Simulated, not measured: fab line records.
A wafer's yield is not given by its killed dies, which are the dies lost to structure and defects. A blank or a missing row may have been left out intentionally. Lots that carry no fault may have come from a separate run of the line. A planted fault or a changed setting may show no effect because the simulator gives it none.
2 desks looking at one fault    flow gf180mcu    each desk has only its own numbers; what lay behind them comes last

DESK OF THE TOOL OWNER: pvdSputter-01
The tool's own readings at GF_V5_SPUTTER_21 (material Ti, target thk 15 nm, time 80.02 s): means of the sampled wafers that have a number, for each lot that ran on this tool. A lot is out of limits, marked OUT, if its mean lies more than 4 standard deviations from the usual mean; the brackets give that distance.
Columns: A = chamberPressurePa at GF_V5_SPUTTER_21, usual 5.001 Pa; B = throttleValvePct at GF_V5_SPUTTER_21, usual 30.6 %
lot   first seen here  A                B
L202  day 28 10:42     4.993            30.9
L211  day 31 12:33     4.997            30.8
L212  day 31 14:46     5.119 (+13) OUT  30.6
L213  day 31 18:43     5.117 (+13) OUT  30.0
Finding of this desk: L212, L213 out of limits; the first was L212 at day 31 14:46, on chamberPressurePa at GF_V5_SPUTTER_21. In limits: L202, L211.

FROM THE METROLOGY DESK
What the gauges read for every lot (on any tool): the sampled wafers with a number, averaged. A lot is out of limits, marked OUT, if its mean lies more than 4 standard deviations from the usual mean; the brackets give that distance.
Columns: A = cdNm at GF_V5_CD_MEAS_14, usual 260.2 nm; B = V5_OVL at GF_V5_OVL_MEAS_15, usual -1 nm
lot   first seen here  A      B
L202  day 28 09:53     260.6  -5
L204  day 29 03:19     260.2  10
L206  day 29 18:49     261.0  -9
L211  day 31 11:44     259.0  -2
L212  day 31 13:54     259.2  -1
L213  day 31 17:55     260.0  -5
This desk found nothing out of limits on any of the 6 lots.

TAKEN TOGETHER
The tool owner's desk had the chance to raise an alarm at day 31 14:46 on L212, L213.
Metrology desk: nothing out of limits seen.
The metrology desk holds a record of L212, L213, inside its limits.
All the named lots went through GF_V5_SPUTTER_21 on pvdSputter-01.

WHAT HAD BEEN PUT IN BY THE SIMULATOR
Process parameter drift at GF_V5_SPUTTER_21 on pvdSputter-01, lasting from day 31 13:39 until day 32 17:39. The setting chamberPressurePa was moved by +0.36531, starting from 5. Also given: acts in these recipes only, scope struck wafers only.
Struck lots among those shown: L212, L213.
Each desk's first reading out of limits, in hours after the fault started: the tool owner's desk, 1.
